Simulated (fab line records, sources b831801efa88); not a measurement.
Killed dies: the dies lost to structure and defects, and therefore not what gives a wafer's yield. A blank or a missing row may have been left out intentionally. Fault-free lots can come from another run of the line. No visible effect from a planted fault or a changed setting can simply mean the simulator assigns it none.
Chamber matching | flow gf180mcu | pecvd-03 running GF_V1_CVD_02: 3 sister chambers
The step deposits SiO2 from TEOS, target thk 850 nm, time 94.851 s. 3 wafers are shown with their chamber, then 8 later ones without.

== EACH WAFER AND ITS CHAMBER ==
wafer  | chamber | heater_power_w (W)
L356.5 | 0       | 625
L357.5 | 2       | 988
L361.1 | 1       | 709

== WAFERS WITH NO CHAMBER GIVEN ==
wafer  | heater_power_w (W)
L361.5 | 501
L361.6 | 745
L362.1 | 606
L362.4 | 636
L362.6 | 729
L363.2 | 890
L363.3 | 722
L363.6 | 743

== EACH ONE'S CHAMBER ==
wafer  | from the rows above     | in truth
L361.5 | can't be placed: 0 or 1 | 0
L361.6 | can't be placed: 1 or 0 | 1
L362.1 | can't be placed: 0 or 1 | 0
L362.4 | can't be placed: 0 or 1 | 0
L362.6 | can't be placed: 1 or 0 | 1
L363.2 | can't be placed: 2 or 1 | 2
L363.3 | can't be placed: 1 or 0 | 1
L363.6 | can't be placed: 1 or 0 | 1
0 of 8 placed correctly. Cannot be placed on the basis of these rows: 8; the candidates contain the true chamber in 8. 0 placed wrongly.
How it was worked out, from the rows above alone: a wafer's distance from a chamber is the root of the sum, over the readings, of the square of ((its reading less the chamber's mean) divided by the reading's scatter). The wafer belongs to the nearest chamber; if the next one is less than 2 further off, it can't be placed. A chamber's mean is the mean of its shown wafers. The scatter: with one shown wafer a chamber, the root of the mean of the squares of how far each hidden wafer lies from its nearest shown one.
